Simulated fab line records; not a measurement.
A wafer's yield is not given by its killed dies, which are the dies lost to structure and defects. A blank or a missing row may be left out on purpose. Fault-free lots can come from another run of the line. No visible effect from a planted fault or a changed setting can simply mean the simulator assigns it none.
Matching of chambers || flow sky130 || SKY_VIA1_CMP_02 on cmp-02: 4 sister chambers
The step polishes SiO2. 8 wafers are shown with their chamber, then 7 later ones without.

== WAFERS WITH THEIR CHAMBER ==
{"wafer": "L754.4", "chamber": 3, "motorCurrentA (A)": 13.4}
{"wafer": "L756.5", "chamber": 0, "motorCurrentA (A)": 12.5}
{"wafer": "L756.6", "chamber": 1, "motorCurrentA (A)": 12.5}
{"wafer": "L759.4", "chamber": 0, "motorCurrentA (A)": 13.5}
{"wafer": "L759.5", "chamber": 2, "motorCurrentA (A)": 11.0}
{"wafer": "L759.6", "chamber": 1, "motorCurrentA (A)": 12.3}
{"wafer": "L760.3", "chamber": 3, "motorCurrentA (A)": 13.3}
{"wafer": "L760.5", "chamber": 2, "motorCurrentA (A)": 11.4}

== WAFERS WITH NO CHAMBER GIVEN ==
{"wafer": "L760.6", "motorCurrentA (A)": 12.6}
{"wafer": "L762.2", "motorCurrentA (A)": 12.4}
{"wafer": "L762.3", "motorCurrentA (A)": 10.4}
{"wafer": "L762.6", "motorCurrentA (A)": 12.8}
{"wafer": "L769.1", "motorCurrentA (A)": 13.9}
{"wafer": "L769.2", "motorCurrentA (A)": 10.5}
{"wafer": "L769.3", "motorCurrentA (A)": 13.3}

== WHICH CHAMBER EACH WENT THROUGH ==
{"wafer": "L760.6", "from the rows above": "can't be placed: 1 or 0 or 3", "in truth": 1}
{"wafer": "L762.2", "from the rows above": "can't be placed: 1 or 0", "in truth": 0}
{"wafer": "L762.3", "from the rows above": 2, "in truth": 2}
{"wafer": "L762.6", "from the rows above": "can't be placed: 0 or 1 or 3", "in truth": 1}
{"wafer": "L769.1", "from the rows above": "can't be placed: 3 or 0", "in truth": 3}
{"wafer": "L769.2", "from the rows above": 2, "in truth": 2}
{"wafer": "L769.3", "from the rows above": "can't be placed: 3 or 0", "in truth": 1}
Correctly placed: 2 of 7. Unplaceable from these rows: 5, with the true chamber sitting among the candidates in 4. Placed wrongly: 0.
How it was worked out, from the rows above alone: a wafer's distance from a chamber is the root of the sum, over the readings, of the square of ((its reading less the chamber's mean) divided by the reading's scatter). If the next closest chamber is less than 2 further off than the closest, the wafer can't be placed; otherwise it belongs to the closest. A chamber's mean is the mean of its shown wafers. The scatter: the root of (the sum of the squares of (reading less its chamber's mean) over the shown wafers, divided by (wafers less chambers)).
